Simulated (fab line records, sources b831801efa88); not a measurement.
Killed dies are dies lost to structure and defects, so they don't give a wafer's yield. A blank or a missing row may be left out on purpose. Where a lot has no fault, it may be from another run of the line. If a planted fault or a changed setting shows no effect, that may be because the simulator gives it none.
fab line records | flow sky130
[record] lots = 15 wafers = 45 last_day = 51
route steps=708 shown LOCAL_INTERCONNECT@399 VIA1@478 CAP2M@606 VIA4@647
lots that met no fault: taken from a fault-free run of the same line
start_h: start of the lot's first displayed wafer, in hours after the record's first day | wait_h: time in hours since the lot's previous step | " identical to the entry in the row above | L1.1+2: a row that stands for several wafers | - value missing, or start not given | * or withheld: withheld | < > ~ a bound
route shown NAME@n: NAME is a module with steps in the file, n the number in the route of the first one | usual: mean and standard deviation over wafers with no fault | same: alike in all rows | chamber/n: place in a boat | sites: the reading at each site | _std_site: the values' standard deviation | _edge_site: outer sites' mean less inner sites' | radius_mm: how far each site lies from the wafer's centre | mask NAME#n: copy n | behind: tool/chamber where the wafer was last shaped | hold: cause of the lot's hold/its duration in hours/its outcome | device: which transistor (n, p or np) failed to switch | end of line: at the end of the route, the tests of the same wafers | a step with no rows: only its recipe | killed: the dies lost at the first sort to structure and to defects; this is not the yield of the wafer | map: per-die view of a wafer (x killed, . not killed, _ where there is no die)
set.NAME: the setting as run; set.NAME@STEP: as run at that earlier step | model.NAME: the simulator's own value behind a step, which no gauge read
a sample of lots followed through the steps of the route, with each step as a table and each wafer as a row
services: the hour from which a tool's chamber was out of use, counted from the record's first day as start_h (under 0 if before that day), plus the number of hours and why
[[steps]]
[step SKY_LOCAL_INTERCONNECT_OVL_MEAS_12]
[usual] LOCAL_INTERCONNECT_OVL = -1/5.3
// columns lot.wafer tool chamber start_h wait_h LOCAL_INTERCONNECT_OVL[nm]
L886.1 overlay-02 - 731.54 0.1 3
L886.4 " - " " 9
L886.5 " - " " 4
L888.1 overlay-02 - 739.89 0.1 1
L888.4 " - " " -3
L888.6 " - " " -5
L889.1 overlay-02 - 748.44 0.1 5
L889.5 " - " " 1
L889.6 " - " " -4
L890.1 overlay-01 - 749.44 0.1 5
L890.2 " - " " 7
L890.3 " - " " -1
L892.2 overlay-02 - 772.09 0.1 -3
L892.5 " - " " -5
L892.6 " - " " 0
L893.3 overlay-01 - 783.37 0.1 0
L893.5 " - " " -1
L893.6 " - " " -3
L894.1 overlay-01 - 785.04 0.1 -4
L894.3 " - " " -4
L894.4 " - " " -5
L898.2 overlay-02 - 811.74 0.1 -1
L898.3 " - " " -1
L898.4 " - " " 2
L901.3 overlay-02 - 843.62 0.1 -12
L901.5 " - " " -6
L901.6 " - " " -7
L902.2 overlay-02 - 861.45 0.1 2
L902.3 " - " " 2
L902.6 " - " " -2
L903.1 overlay-01 - 861.83 0.1 5
L903.2 " - " " 0
L903.3 " - " " 6
L907.1 overlay-02 - 885.78 0.1 4
L907.2 " - " " -7
L907.5 " - " " -6
L906.2 overlay-02 - 887.34 0.1 -6
L906.4 " - " " -12
L906.6 " - " " -3
L905.1 overlay-01 - 888.28 0.1 4
L905.3 " - " " -3
L905.4 " - " " -5
L908.4 overlay-01 - 892.38 0.1 -9
L908.5 " - " " 1
L908.6 " - " " -7
[step SKY_VIA1_SPUTTER_20]
[recipe] material = TiN target_thk_nm = 20 chamber_pressure_pa = 5 power_w = 4000 time_s = 80
[usual] throttle_valve_pct = 29.7/1.1
// columns lot.wafer tool chamber start_h wait_h throttle_valve_pct
L886.1 pvd_sputter-02 - 819.50 0.0 29.5
L886.4 " - " " 29.4
L886.5 " - " " 29.6
L888.1 pvd_sputter-03 - 826.06 0.0 27.8
L888.4 " - " " 30.9
L888.6 " - " " 27.4
L889.1 pvd_sputter-03 - 835.85 0.0 27.7
L889.5 " - " " 31.5
L889.6 " - " " 27.7
L890.1 pvd_sputter-02 - 836.02 0.0 29.5
L890.2 " - " " 29.4
L890.3 " - " " 30.3
L892.2 pvd_sputter-04 - 859.06 0.0 30.6
L892.5 " - " " 30.6
L892.6 " - " " 29.7
L893.3 pvd_sputter-03 - 867.48 0.0 31.2
L893.5 " - " " 31.6
L893.6 " - " " 28.4
L894.1 pvd_sputter-03 - 869.71 0.0 28.5
L894.3 " - " " 29.8
L894.4 " - " " 27.6
L898.2 pvd_sputter-03 - 895.97 0.0 31.2
L898.3 " - " " 29.4
L898.4 " - " " 28.2
L901.3 pvd_sputter-02 - 927.50 0.0 29.1
L901.5 " - " " 29.5
L901.6 " - " " 29.6
L902.2 pvd_sputter-03 - 945.41 0.0 27.5
L902.3 " - " " 30.0
L902.6 " - " " 29.7
L903.1 pvd_sputter-03 - 946.63 0.0 31.2
L903.2 " - " " 28.4
L903.3 " - " " 27.7
L907.1 pvd_sputter-04 - 967.83 0.0 31.4
L907.2 " - " " 30.5
L907.5 " - " " 29.9
L906.2 pvd_sputter-03 - 968.64 0.0 27.7
L906.4 " - " " 31.5
L906.6 " - " " 28.6
L905.1 pvd_sputter-03 - 970.00 0.0 29.9
L905.3 " - " " 28.2
L905.4 " - " " 27.7
L908.4 pvd_sputter-04 - 973.93 0.0 31.3
L908.5 " - " " 30.6
L908.6 " - " " 31.4
[step SKY_CAP2M_RS_MEAS_03]
[recipe] thk_meas_gauge = four-point-probe reads = TiN_of_CAP2M_SPUTTER_02
[usual] CAP2M_TIN_RS = 6.91/0.077
// columns lot.wafer tool chamber start_h wait_h CAP2M_TIN_RS[ohm/sq]
L886.1 film_metro-04 - 957.68 0.1 7.04
L886.4 " - " " 7.05
L886.5 " - " " 7.03
L888.1 film_metro-01 - 963.15 0.1 6.85
L888.4 " - " " 6.86
L888.6 " - " " 6.77
L890.1 film_metro-01 - 973.17 0.1 6.84
L890.2 " - " " 6.89
L890.3 " - " " 6.90
L889.1 film_metro-04 - 974.07 0.1 6.90
L889.5 " - " " 6.87
L889.6 " - " " 6.82
L892.2 film_metro-04 - 992.01 0.1 6.96
L892.5 " - " " 6.90
L892.6 " - " " 7.04
L893.3 film_metro-01 - 1002.59 0.1 6.96
L893.5 " - " " 6.91
L893.6 " - " " 7.06
L894.1 film_metro-02 - 1005.24 0.1 6.86
L894.3 " - " " 6.94
L894.4 " - " " 6.87
L898.2 film_metro-01 - 1028.15 0.1 6.97
L898.3 " - " " 7.00
L898.4 " - " " 7.06
L901.3 film_metro-04 - 1054.97 0.1 6.84
L901.5 " - " " 6.78
L901.6 " - " " 6.94
L902.2 film_metro-02 - 1072.28 0.1 6.91
L902.3 " - " " 7.03
L902.6 " - " " 6.99
L903.1 film_metro-01 - 1073.91 0.1 7.01
L903.2 " - " " 6.88
L903.3 " - " " 6.88
L907.1 film_metro-01 - 1092.06 0.1 6.88
L907.2 " - " " 6.97
L907.5 " - " " 6.83
L906.2 film_metro-02 - 1093.15 0.1 6.92
L906.4 " - " " 6.98
L906.6 " - " " 6.94
L905.1 film_metro-02 - 1094.64 0.1 6.91
L905.3 " - " " 6.85
L905.4 " - " " 6.83
L908.4 film_metro-04 - 1098.74 0.1 6.94
L908.5 " - " " 6.97
L908.6 " - " " 6.85
[step SKY_VIA4_EXPOSE_08]
[recipe] mask_id = VIM4 na = 0.6 source_shape = conventional sigma_outer = 0.6 polarization = unpolarized target_cd_nm = 800 dose_mj = 132
[usual] exposure_dose_mJ_cm2 = 131.94/0.14 focus_offset_nm = 0.2/0.47 reticle_temp_C = 22.98/0.096
// columns lot.wafer tool chamber start_h wait_h mask exposure_dose_mJ_cm2 focus_offset_nm reticle_temp_C
L886.1 iline_stepper-01 0 1021.00 - VIM4#0 131.94 0.4 23.01
L886.4 " 0 " " VIM4#0 131.91 0.9 23.06
L886.5 " 0 " " VIM4#0 132.03 0.0 22.81
L888.1 iline_stepper-01 0 1024.70 - VIM4#0 131.81 0.3 22.87
L888.4 " 0 " " VIM4#0 131.94 0.7 22.93
L888.6 " 0 " " VIM4#0 131.46 0.7 22.84
L890.1 iline_stepper-02 0 1034.35 - VIM4#0 131.81 -0.9 23.02
L890.2 " 0 " " VIM4#0 131.77 -0.3 23.08
L890.3 " 0 " " VIM4#0 131.79 0.3 22.83
L889.1 iline_stepper-02 0 1035.30 - VIM4#0 131.80 0.2 23.03
L889.5 " 0 " " VIM4#0 131.84 0.9 22.87
L889.6 " 0 " " VIM4#0 132.06 0.0 22.88
L892.2 iline_stepper-01 - 1052.49 - VIM4#0 - - -
L892.5 " - " " VIM4#0 - - -
L892.6 " - " " VIM4#0 - - -
L893.3 iline_stepper-02 - 1062.70 - VIM4#0 - - -
L893.5 " - " " VIM4#0 - - -
L893.6 " - " " VIM4#0 - - -
L894.1 iline_stepper-01 - 1064.87 - VIM4#0 - - -
L894.3 " - " " VIM4#0 - - -
L894.4 " - " " VIM4#0 - - -
L898.2 iline_stepper-01 0 1087.07 - VIM4#0 132.02 0.5 22.98
L898.3 " 0 " " VIM4#0 132.04 -0.2 22.85
L898.4 " 0 " " VIM4#0 131.99 -0.1 23.03
L901.3 iline_stepper-01 0 1112.98 - VIM4#0 132.15 -0.4 22.90
L901.5 " 0 " " VIM4#0 131.65 -0.4 23.02
L901.6 " 0 " " VIM4#0 131.86 0.1 22.87
L902.2 iline_stepper-01 0 1127.57 - VIM4#0 131.95 0.5 22.94
L902.3 " 0 " " VIM4#0 131.96 0.6 22.98
L902.6 " 0 " " VIM4#0 132.07 -0.3 22.98
L903.1 iline_stepper-01 0 1129.94 - VIM4#0 132.19 0.7 22.90
L903.2 " 0 " " VIM4#0 132.14 0.7 23.03
L903.3 " 0 " " VIM4#0 132.06 0.8 23.16
L907.1 iline_stepper-02 0 1144.34 - VIM4#0 131.85 0.0 22.88
L907.2 " 0 " " VIM4#0 131.85 0.3 22.96
L907.5 " 0 " " VIM4#0 131.96 -1.0 23.02
L906.2 iline_stepper-01 0 1146.14 - VIM4#0 131.85 0.1 22.86
L906.4 " 0 " " VIM4#0 131.80 1.0 22.87
L906.6 " 0 " " VIM4#0 131.90 0.7 22.84
L905.1 iline_stepper-02 0 1146.75 - VIM4#0 132.02 -0.5 23.00
L905.3 " 0 " " VIM4#0 131.78 0.1 23.08
L905.4 " 0 " " VIM4#0 132.06 0.1 23.02
L908.4 iline_stepper-02 0 1151.21 - VIM4#0 131.77 0.3 22.99
L908.5 " 0 " " VIM4#0 132.03 0.5 23.03
L908.6 " 0 " " VIM4#0 131.86 0.3 22.98
[[services]]
// columns tool chamber start_h hours kind
iline_stepper-01 - 816.99 1.7 pm
pvd_sputter-02 - 819.87 9.2 repair
pvd_sputter-02 - 825.27 1.7 repair
iline_stepper-02 - 851.89 1.7 pm
iline_stepper-02 - 884.53 2.4 repair
pvd_sputter-04 - 887.49 4.1 repair
iline_stepper-01 0 897.38 - calibration
iline_stepper-01 - 956.22 3.5 repair
pvd_sputter-02 - 979.68 1.3 repair
iline_stepper-01 - 987.69 2.2 repair
iline_stepper-02 0 987.78 - calibration
pvd_sputter-04 - 1031.10 4.0 repair
iline_stepper-01 - 1035.28 1.7 pm
iline_stepper-01 - 1054.66 3.4 repair
pvd_sputter-04 - 1063.61 5.6 repair
iline_stepper-01 - 1067.52 6.3 repair
iline_stepper-02 - 1073.85 1.7 pm
pvd_sputter-03 - 1073.99 4.0 repair
iline_stepper-02 - 1081.15 2.1 pm
iline_stepper-02 - 1083.24 - consumable_replace:lamp
iline_stepper-01 0 1118.90 - calibration
[[key]]
[first_sign] step = SKY_VIA4_EXPOSE_08 reading = tool_record direction = missing
effect none on later readings
met_at SKY_VIA4_EXPOSE_08
struck_lots L892,L893,L894
later_rows_left_out L892.2,L892.5,L892.6,L893.3,L893.5,L893.6,L894.1,L894.3,L894.4
sort_left_out L892.2,L892.5,L892.6,L893.3,L893.5,L893.6,L894.1,L894.3,L894.4
not_acting_at SKY_LOCAL_INTERCONNECT_OVL_MEAS_12,SKY_VIA1_SPUTTER_20,SKY_CAP2M_RS_MEAS_03
onset_between 1035.30 1052.49
[fault] kind = skipped_step_whole tool = iline_stepper-01,iline_stepper-02 chamber = - onset_h = 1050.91 steps = SKY_VIA4_EXPOSE_08 scope = struck_lots_only
// sort_left_out: the simulated sort isn't trusted on such a fault, so these wafers' sort isn't shown, and their yield isn't known
// later_rows_left_out: the simulator's readings of these wafers behind a module that went badly wrong aren't trusted and aren't shown, but for the sort
